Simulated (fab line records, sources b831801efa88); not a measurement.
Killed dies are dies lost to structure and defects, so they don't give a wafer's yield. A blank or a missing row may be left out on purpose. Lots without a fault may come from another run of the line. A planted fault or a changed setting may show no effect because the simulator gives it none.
A struck lot beside a sound one | flow sky130 | 15 steps out of a route of 708
Sound: wafers L731.1, L731.2, L731.6. Struck: wafers L738.4, L738.5, L738.6. The cause comes at the end.
At each step with rows: each side's tool, then ch and its chambers, then its first start. Under that, the readings that differ: sound wafers | struck wafers | difference of the means | sigmas: that difference in standard deviations of wafers without a fault.
alike: readings whose means differ by less than 2 such deviations, and words and numbers that are the same on both sides. not compared: withheld readings, readings that some wafer has no value for, bounds like >300 that may hide the same value, and numbers for which the record gives no deviation and whose values overlap.
The two part at a step that has a row with sigmas, a row that says differs or no value, or rows on one side only. Numbers that don't overlap but have no deviation are shown without sigmas and don't part them. A reading that every wafer of one side lacks parts them only if that side has two wafers or more.

SKY_SONOS_ONO_THK_MEAS_05:
  sound on film_metro-02, day 14 09:52; struck on film_metro-02, day 16 12:34
  alike: SONOS_ONO_CVD_04_THK
then, 7 steps without rows for these wafers: SKY_SONOS_ONO_DEHYDRATE_06 (time 60 s); SKY_SONOS_ONO_HMDS_07 (prime time 60 s); SKY_SONOS_ONO_COAT_08 (resist thk 1140 nm); SKY_SONOS_ONO_SOFTBAKE_09 (time 60 s); SKY_SONOS_ONO_EXPOSE_10 (exposes mask ONOM, target cd 410 nm); SKY_SONOS_ONO_PEB_11; SKY_SONOS_ONO_DEVELOP_12 (develop time 60 s).
SKY_SONOS_ONO_CD_MEAS_13: target cd 410 nm.
  sound on cd_sem-02, day 15 11:19; struck on cd_sem-01, day 17 17:37
  alike: cd_nm
SKY_SONOS_ONO_OVL_MEAS_14:
  sound on overlay-01, day 15 11:26; struck on overlay-02, day 17 17:42
  reading            | sound          | struck      | difference | sigmas
  SONOS_ONO_OVL (nm) | -2.2 -2.5 -1.8 | 0.5 1.9 1.6 | +3.5       | +3
SKY_SONOS_ONO_ETCH_15: etches the open film in CHF3/O2, target depth 19.52 nm, time 7.8 s.
  sound on rie_diel-04 ch 0,3, day 15 11:28; struck on rie_diel-03 ch 0,1,3, day 17 17:43
  alike: drypump_motor_current_A, oes_product_au, throttle_valve_pct
  not compared: rf_hours_counter_h
then, 1 step without rows for these wafers: SKY_SONOS_ONO_WET_ETCH_16 (etches SiO2 in dHF, target depth 14 nm, time 280 s).
SKY_SONOS_ONO_STRIP_17: strips in O2/N2.
  sound on plasma_asher-01 ch 0,1, day 15 11:35; struck on plasma_asher-04 ch 0,1, day 17 17:52
  reading                                        | sound                | struck               | difference                    | sigmas
  chamber_pressure_mTorr (mTorr)                 | 1499.5 1499.2 1498.8 | 1505.0 1497.2 1507.3 | +4.0                          | +3
  oes_product_au (a.u.)                          | 0.713 0.710 0.710    | 0.765 0.716 0.736    | +0.028                        | +7
  strip_time_to_endpoint_s (s)                   | 14.11 14.13 14.10    | - - -                | no value on the struck wafers |
  model.NOVOLAK_of_SONOS_ONO_COAT_08.thk_nm (nm) | 0 0 0                | 864.2 863.8 862.6    | +863.5                        |
  alike: drypump_motor_current_A
  not compared: rf_hours_counter_h
then, 1 step without rows for these wafers: SKY_SONOS_ONO_WET_ETCH_18 (etches Si3N4 in H3PO4, target depth 15 nm, time 172 s).
-- the record jumps here: 32 days lie between the struck wafers' starts before and after (it left off in module SONOS_ONO and takes up again in module PAD_OPEN, whose first step shown is number 708 of the route) --
SKY_PAD_OPEN_PROBE_99:
  sound on prober-02, day 47 20:06; struck on prober-01, day 49 07:22
  reading             | sound | struck      | difference | sigmas
  killed_at_front_end | 18    | 412 417 425 | +400       | +89
  killed_dies         | 91    | 492 492 492 | +401       | +42
  killed_on_rim       | 16    | 96 96 96    | +80        | +22
  alike: killed_at_M0_to_M3, killed_at_M4_up, killed_at_contacts, killed_at_other, killed_open, killed_short

WHERE THEY PART
First at SKY_SONOS_ONO_OVL_MEAS_14; last, within this record, at SKY_PAD_OPEN_PROBE_99.

WHY: what the simulator had put in
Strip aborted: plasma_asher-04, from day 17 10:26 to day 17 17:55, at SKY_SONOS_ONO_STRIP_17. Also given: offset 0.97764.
